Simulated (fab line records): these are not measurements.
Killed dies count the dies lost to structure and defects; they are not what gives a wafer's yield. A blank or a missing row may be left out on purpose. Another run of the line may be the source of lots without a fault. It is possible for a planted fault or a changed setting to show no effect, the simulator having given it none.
Which tool did it? || flow sky130 || 11 lots with 33 wafers sampled at 6 steps, on a route of 708 steps

WHAT EACH GAUGE READ, for each wafer
SKY_SD_N_RS_MEAS_16: uses a four-point probe to measure.
{"lot": "L235", "measured": "day 28 05:46", "on": "filmMetro-04", "SD_N_RS (ohm/sq)": "68.51 68.53 68.35"}
{"lot": "L238", "measured": "day 30 03:45", "on": "filmMetro-02", "SD_N_RS (ohm/sq)": "68.55 68.49 68.38"}
{"lot": "L239", "measured": "day 30 14:47", "on": "filmMetro-04", "SD_N_RS (ohm/sq)": "68.46 68.45 68.34"}
{"lot": "L240", "measured": "day 30 23:44", "on": "filmMetro-03", "SD_N_RS (ohm/sq)": "68.40 68.54 68.58"}
{"lot": "L246", "measured": "day 32 10:26", "on": "filmMetro-04", "SD_N_RS (ohm/sq)": "68.36 68.52 68.43"}
{"lot": "L251", "measured": "day 33 20:11", "on": "filmMetro-04", "SD_N_RS (ohm/sq)": "71.03 70.97 70.94"}
{"lot": "L252", "measured": "day 33 23:27", "on": "filmMetro-02", "SD_N_RS (ohm/sq)": "70.89 70.89 71.05"}
{"lot": "L253", "measured": "day 34 12:53", "on": "filmMetro-03", "SD_N_RS (ohm/sq)": "68.60 68.63 68.49"}
{"lot": "L256", "measured": "day 35 08:47", "on": "filmMetro-03", "SD_N_RS (ohm/sq)": "68.52 68.49 68.43"}
{"lot": "L255", "measured": "day 35 08:29", "on": "filmMetro-02", "SD_N_RS (ohm/sq)": "68.60 68.58 68.54"}
{"lot": "L257", "measured": "day 35 09:12", "on": "filmMetro-02", "SD_N_RS (ohm/sq)": "68.58 68.50 68.31"}

SKY_SD_N_RS_MEAS_17: uses a four-point probe to measure.
{"lot": "L235", "measured": "day 28 05:53", "on": "filmMetro-04", "SD_P_RS (ohm/sq)": "147.7 147.6 147.7"}
{"lot": "L238", "measured": "day 30 03:52", "on": "filmMetro-02", "SD_P_RS (ohm/sq)": "148.3 148.0 147.8"}
{"lot": "L239", "measured": "day 30 14:55", "on": "filmMetro-04", "SD_P_RS (ohm/sq)": "147.3 147.6 147.7"}
{"lot": "L240", "measured": "day 30 23:52", "on": "filmMetro-03", "SD_P_RS (ohm/sq)": "148.1 147.6 147.9"}
{"lot": "L246", "measured": "day 32 10:34", "on": "filmMetro-04", "SD_P_RS (ohm/sq)": "147.6 147.0 147.2"}
{"lot": "L251", "measured": "day 33 20:18", "on": "filmMetro-04", "SD_P_RS (ohm/sq)": "147.8 148.4 147.8"}
{"lot": "L252", "measured": "day 33 23:34", "on": "filmMetro-02", "SD_P_RS (ohm/sq)": "147.8 147.6 148.0"}
{"lot": "L253", "measured": "day 34 13:00", "on": "filmMetro-03", "SD_P_RS (ohm/sq)": "148.1 147.9 148.3"}
{"lot": "L256", "measured": "day 35 08:55", "on": "filmMetro-03", "SD_P_RS (ohm/sq)": "147.7 148.0 147.6"}
{"lot": "L255", "measured": "day 35 08:37", "on": "filmMetro-02", "SD_P_RS (ohm/sq)": "148.1 148.1 147.7"}
{"lot": "L257", "measured": "day 35 09:19", "on": "filmMetro-02", "SD_P_RS (ohm/sq)": "147.8 148.1 148.2"}

WHAT TOOL EACH LOT RAN ON (gives the tool, then ch and the chambers of the sampled wafers, and finally the start)
{"lot": "L235", "SKY_LDD_HVN_STRIP_09": "plasmaAsher-04 ch 0,1, day 20 09:49", "SKY_SD_P_STRIP_10": "plasmaAsher-03 ch 0,1, day 25 19:02", "SKY_SD_N_IMPLANT_09": "implanter-01 ch 0, day 28 05:05", "SKY_SD_N_STRIP_11": "plasmaAsher-01 ch 0,1, day 28 05:22"}
{"lot": "L238", "SKY_LDD_HVN_STRIP_09": "plasmaAsher-03 ch 0,1, day 22 18:14", "SKY_SD_P_STRIP_10": "plasmaAsher-03 ch 0,1, day 27 18:17", "SKY_SD_N_IMPLANT_09": "implanter-01 ch 0, day 30 03:04", "SKY_SD_N_STRIP_11": "plasmaAsher-02 ch 0,1, day 30 03:22"}
{"lot": "L239", "SKY_LDD_HVN_STRIP_09": "plasmaAsher-03 ch 0,1, day 23 05:07", "SKY_SD_P_STRIP_10": "plasmaAsher-03 ch 0,1, day 28 05:11", "SKY_SD_N_IMPLANT_09": "implanter-04 ch 0, day 30 13:52", "SKY_SD_N_STRIP_11": "plasmaAsher-01 ch 0,1, day 30 14:24"}
{"lot": "L240", "SKY_LDD_HVN_STRIP_09": "plasmaAsher-02 ch 0,1, day 23 13:39", "SKY_SD_P_STRIP_10": "plasmaAsher-02 ch 0,1, day 28 15:04", "SKY_SD_N_IMPLANT_09": "implanter-02 ch 0, day 30 23:04", "SKY_SD_N_STRIP_11": "plasmaAsher-04 ch 0,1, day 30 23:20"}
{"lot": "L246", "SKY_LDD_HVN_STRIP_09": "plasmaAsher-03 ch 0,1, day 25 01:30", "SKY_SD_P_STRIP_10": "plasmaAsher-02 ch 0,1, day 30 01:43", "SKY_SD_N_IMPLANT_09": "implanter-02 ch 0, day 32 09:46", "SKY_SD_N_STRIP_11": "plasmaAsher-04 ch 0,1, day 32 10:03"}
{"lot": "L251", "SKY_LDD_HVN_STRIP_09": "plasmaAsher-02 ch 0,1, day 26 17:23", "SKY_SD_P_STRIP_10": "plasmaAsher-04 ch 0, day 31 12:35", "SKY_SD_N_IMPLANT_09": "implanter-01 ch 0, day 33 19:29", "SKY_SD_N_STRIP_11": "plasmaAsher-02 ch 0,1, day 33 19:47"}
{"lot": "L252", "SKY_LDD_HVN_STRIP_09": "plasmaAsher-04 ch 0,1, day 26 20:32", "SKY_SD_P_STRIP_10": "plasmaAsher-02 ch 0,1, day 31 15:27", "SKY_SD_N_IMPLANT_09": "implanter-01 ch 0, day 33 22:46", "SKY_SD_N_STRIP_11": "plasmaAsher-01 ch 0,1, day 33 23:04"}
{"lot": "L253", "SKY_LDD_HVN_STRIP_09": "plasmaAsher-03 ch 0,1, day 27 11:13", "SKY_SD_P_STRIP_10": "plasmaAsher-02 ch 0,1, day 32 05:27", "SKY_SD_N_IMPLANT_09": "implanter-04 ch 0, day 34 12:11", "SKY_SD_N_STRIP_11": "plasmaAsher-02 ch 0,1, day 34 12:29"}
{"lot": "L256", "SKY_LDD_HVN_STRIP_09": "plasmaAsher-02 ch 0,1, day 28 05:08", "SKY_SD_P_STRIP_10": "plasmaAsher-04 ch 0,1, day 33 03:26", "SKY_SD_N_IMPLANT_09": "implanter-02 ch 0, day 35 08:06", "SKY_SD_N_STRIP_11": "plasmaAsher-04 ch 0,1, day 35 08:24"}
{"lot": "L255", "SKY_LDD_HVN_STRIP_09": "plasmaAsher-04 ch 0,1, day 28 05:26", "SKY_SD_P_STRIP_10": "plasmaAsher-02 ch 0,1, day 33 03:11", "SKY_SD_N_IMPLANT_09": "implanter-02 ch 0, day 35 07:48", "SKY_SD_N_STRIP_11": "plasmaAsher-04 ch 0,1, day 35 08:06"}
{"lot": "L257", "SKY_LDD_HVN_STRIP_09": "plasmaAsher-03 ch 0,1, day 28 11:17", "SKY_SD_P_STRIP_10": "plasmaAsher-04 ch 0,1, day 33 04:05", "SKY_SD_N_IMPLANT_09": "implanter-02 ch 0, day 35 08:31", "SKY_SD_N_STRIP_11": "plasmaAsher-02 ch 0,1, day 35 08:47"}
- SKY_LDD_HVN_STRIP_09: strips in O2/N2.
- SKY_SD_P_STRIP_10: strips in O2/N2.
- SKY_SD_N_IMPLANT_09
- SKY_SD_N_STRIP_11: strips in O2/N2.

AS READ BY THE TOOLS THEMSELVES (means over the sampled wafers that have a number; for cases with no such wafer, the mark the record gives instead)
SKY_LDD_HVN_STRIP_09.
{"lot": "L235", "tool": "plasmaAsher-04", "drypumpMotorCurrentA (A)": 5.75, "oesProductAu (a.u.)": 0.411, "stripTimeToEndpointS (s)": 4.132}
{"lot": "L238", "tool": "plasmaAsher-03", "drypumpMotorCurrentA (A)": 5.88, "oesProductAu (a.u.)": 0.410, "stripTimeToEndpointS (s)": 4.125}
{"lot": "L239", "tool": "plasmaAsher-03", "drypumpMotorCurrentA (A)": 5.87, "oesProductAu (a.u.)": 0.406, "stripTimeToEndpointS (s)": 4.129}
{"lot": "L240", "tool": "plasmaAsher-02", "drypumpMotorCurrentA (A)": 5.76, "oesProductAu (a.u.)": 0.407, "stripTimeToEndpointS (s)": 4.141}
{"lot": "L246", "tool": "plasmaAsher-03", "drypumpMotorCurrentA (A)": 5.73, "oesProductAu (a.u.)": 0.409, "stripTimeToEndpointS (s)": 4.134}
{"lot": "L251", "tool": "plasmaAsher-02", "drypumpMotorCurrentA (A)": 5.68, "oesProductAu (a.u.)": 0.409, "stripTimeToEndpointS (s)": 4.143}
{"lot": "L252", "tool": "plasmaAsher-04", "drypumpMotorCurrentA (A)": 5.77, "oesProductAu (a.u.)": 0.411, "stripTimeToEndpointS (s)": 4.154}
{"lot": "L253", "tool": "plasmaAsher-03", "drypumpMotorCurrentA (A)": 5.90, "oesProductAu (a.u.)": 0.405, "stripTimeToEndpointS (s)": 4.126}
{"lot": "L256", "tool": "plasmaAsher-02", "drypumpMotorCurrentA (A)": 5.66, "oesProductAu (a.u.)": 0.406, "stripTimeToEndpointS (s)": 4.123}
{"lot": "L255", "tool": "plasmaAsher-04", "drypumpMotorCurrentA (A)": 5.74, "oesProductAu (a.u.)": 0.409, "stripTimeToEndpointS (s)": 4.154}
{"lot": "L257", "tool": "plasmaAsher-03", "drypumpMotorCurrentA (A)": 5.89, "oesProductAu (a.u.)": 0.413, "stripTimeToEndpointS (s)": 4.136}

SKY_SD_P_STRIP_10.
{"lot": "L235", "tool": "plasmaAsher-03", "drypumpMotorCurrentA (A)": 5.73, "oesProductAu (a.u.)": 0.621, "stripTimeToEndpointS (s)": 17.50}
{"lot": "L238", "tool": "plasmaAsher-03", "drypumpMotorCurrentA (A)": 5.89, "oesProductAu (a.u.)": 0.620, "stripTimeToEndpointS (s)": 17.48}
{"lot": "L239", "tool": "plasmaAsher-03", "drypumpMotorCurrentA (A)": 5.88, "oesProductAu (a.u.)": 0.614, "stripTimeToEndpointS (s)": 17.44}
{"lot": "L240", "tool": "plasmaAsher-02", "drypumpMotorCurrentA (A)": 5.78, "oesProductAu (a.u.)": 0.614, "stripTimeToEndpointS (s)": 17.46}
{"lot": "L246", "tool": "plasmaAsher-02", "drypumpMotorCurrentA (A)": 5.64, "oesProductAu (a.u.)": 0.618, "stripTimeToEndpointS (s)": 17.46}
{"lot": "L251", "tool": "plasmaAsher-04", "drypumpMotorCurrentA (A)": 5.70, "oesProductAu (a.u.)": 0.620, "stripTimeToEndpointS (s)": 17.44}
{"lot": "L252", "tool": "plasmaAsher-02", "drypumpMotorCurrentA (A)": 5.67, "oesProductAu (a.u.)": 0.621, "stripTimeToEndpointS (s)": 17.52}
{"lot": "L253", "tool": "plasmaAsher-02", "drypumpMotorCurrentA (A)": 5.77, "oesProductAu (a.u.)": 0.620, "stripTimeToEndpointS (s)": 17.46}
{"lot": "L256", "tool": "plasmaAsher-04", "drypumpMotorCurrentA (A)": 5.79, "oesProductAu (a.u.)": 0.616, "stripTimeToEndpointS (s)": 17.49}
{"lot": "L255", "tool": "plasmaAsher-02", "drypumpMotorCurrentA (A)": 5.66, "oesProductAu (a.u.)": 0.619, "stripTimeToEndpointS (s)": 17.43}
{"lot": "L257", "tool": "plasmaAsher-04", "drypumpMotorCurrentA (A)": 5.74, "oesProductAu (a.u.)": 0.616, "stripTimeToEndpointS (s)": 17.41}

SKY_SD_N_IMPLANT_09.
{"lot": "L235", "tool": "implanter-01", "beamOnS (s)": 20.0, "faradayCurrentUA": 10981}
{"lot": "L238", "tool": "implanter-01", "beamOnS (s)": 19.3, "faradayCurrentUA": 11410}
{"lot": "L239", "tool": "implanter-04", "beamOnS (s)": 18.4, "faradayCurrentUA": 11898}
{"lot": "L240", "tool": "implanter-02", "beamOnS (s)": 19.3, "faradayCurrentUA": 11402}
{"lot": "L246", "tool": "implanter-02", "beamOnS (s)": 18.9, "faradayCurrentUA": 11624}
{"lot": "L251", "tool": "implanter-01", "beamOnS (s)": 15.1, "faradayCurrentUA": 14581}
{"lot": "L252", "tool": "implanter-01", "beamOnS (s)": 15.0, "faradayCurrentUA": 14646}
{"lot": "L253", "tool": "implanter-04", "beamOnS (s)": 18.6, "faradayCurrentUA": 11810}
{"lot": "L256", "tool": "implanter-02", "beamOnS (s)": 18.8, "faradayCurrentUA": 11692}
{"lot": "L255", "tool": "implanter-02", "beamOnS (s)": 18.7, "faradayCurrentUA": 11746}
{"lot": "L257", "tool": "implanter-02", "beamOnS (s)": 19.1, "faradayCurrentUA": 11438}

SKY_SD_N_STRIP_11.
{"lot": "L235", "tool": "plasmaAsher-01", "drypumpMotorCurrentA (A)": 5.80, "oesProductAu (a.u.)": 0.533, "stripTimeToEndpointS (s)": 22.55}
{"lot": "L238", "tool": "plasmaAsher-02", "drypumpMotorCurrentA (A)": 5.66, "oesProductAu (a.u.)": 0.525, "stripTimeToEndpointS (s)": 22.57}
{"lot": "L239", "tool": "plasmaAsher-01", "drypumpMotorCurrentA (A)": 5.80, "oesProductAu (a.u.)": 0.524, "stripTimeToEndpointS (s)": 22.50}
{"lot": "L240", "tool": "plasmaAsher-04", "drypumpMotorCurrentA (A)": 5.78, "oesProductAu (a.u.)": 0.528, "stripTimeToEndpointS (s)": 22.56}
{"lot": "L246", "tool": "plasmaAsher-04", "drypumpMotorCurrentA (A)": 5.75, "oesProductAu (a.u.)": 0.527, "stripTimeToEndpointS (s)": 22.55}
{"lot": "L251", "tool": "plasmaAsher-02", "drypumpMotorCurrentA (A)": 5.64, "oesProductAu (a.u.)": 0.541, "stripTimeToEndpointS (s)": 21.52}
{"lot": "L252", "tool": "plasmaAsher-01", "drypumpMotorCurrentA (A)": 5.79, "oesProductAu (a.u.)": 0.537, "stripTimeToEndpointS (s)": 21.60}
{"lot": "L253", "tool": "plasmaAsher-02", "drypumpMotorCurrentA (A)": 5.80, "oesProductAu (a.u.)": 0.532, "stripTimeToEndpointS (s)": 22.54}
{"lot": "L256", "tool": "plasmaAsher-04", "drypumpMotorCurrentA (A)": 5.79, "oesProductAu (a.u.)": 0.524, "stripTimeToEndpointS (s)": 22.57}
{"lot": "L255", "tool": "plasmaAsher-04", "drypumpMotorCurrentA (A)": 5.75, "oesProductAu (a.u.)": 0.531, "stripTimeToEndpointS (s)": 22.48}
{"lot": "L257", "tool": "plasmaAsher-02", "drypumpMotorCurrentA (A)": 5.68, "oesProductAu (a.u.)": 0.524, "stripTimeToEndpointS (s)": 22.65}

THE ANSWER, worked out from the rows above alone
Rule: usual is defined by the lots themselves. The widest of any qualifying gaps counts: lots, ordered by their means at a reading, are off when they make up no more than a third of the lots, leave a main group of 4 or more, and stand apart from it by 3 or more times the standard deviation of that group's means. A main group is skipped when, at the precision printed for the reading in the tables above, its means are all equal. Also off: a lot with no number at a reading for which 4 or more lots have one. All remaining lots with rows at the step are treated as sound. Order of review: gauges by route order, followed by the tools' own readings, for which a lot's mean as printed above is used. The first step at which some lot is off is used, and at that step the reading that is off furthest; a lot without a number counts as furthest.
Off: L251, L252, at SKY_SD_N_RS_MEAS_16 (SD_N_RS). The main group has a mean of 68.49 ohm/sq with a standard deviation of 0.052.
If a tool, at a process step before that reading, ran all the lots that are off and no sound lot after the first of them, it fits. The gauges at SKY_SD_N_RS_MEAS_16 aren't tried: what is off there is off at SKY_SD_N_IMPLANT_09 too, on other tools, and a gauge's error can't cause that. One candidate fits, namely implanter-01 at SKY_SD_N_IMPLANT_09. A fault onset in the window from L238 (day 30 03:04, its last sound lot) to L251 (day 33 19:29, its first lot off) fits.
The tool's own readings at SKY_SD_N_IMPLANT_09 bear it out: on the lots that are off they differ by more than 5 times the standard deviation of the sound lots' means. beamOnS reads 15.1 s there against 19.0 s on the sound lots; faradayCurrentUA reads 14614 there against 11556 on the sound lots.

WHAT THE SIMULATOR HAD INSERTED
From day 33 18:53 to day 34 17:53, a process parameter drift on implanter-01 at SKY_SD_N_IMPLANT_09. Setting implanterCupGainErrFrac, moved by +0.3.
Lots struck among those shown: L251, L252. The rule above found the same.
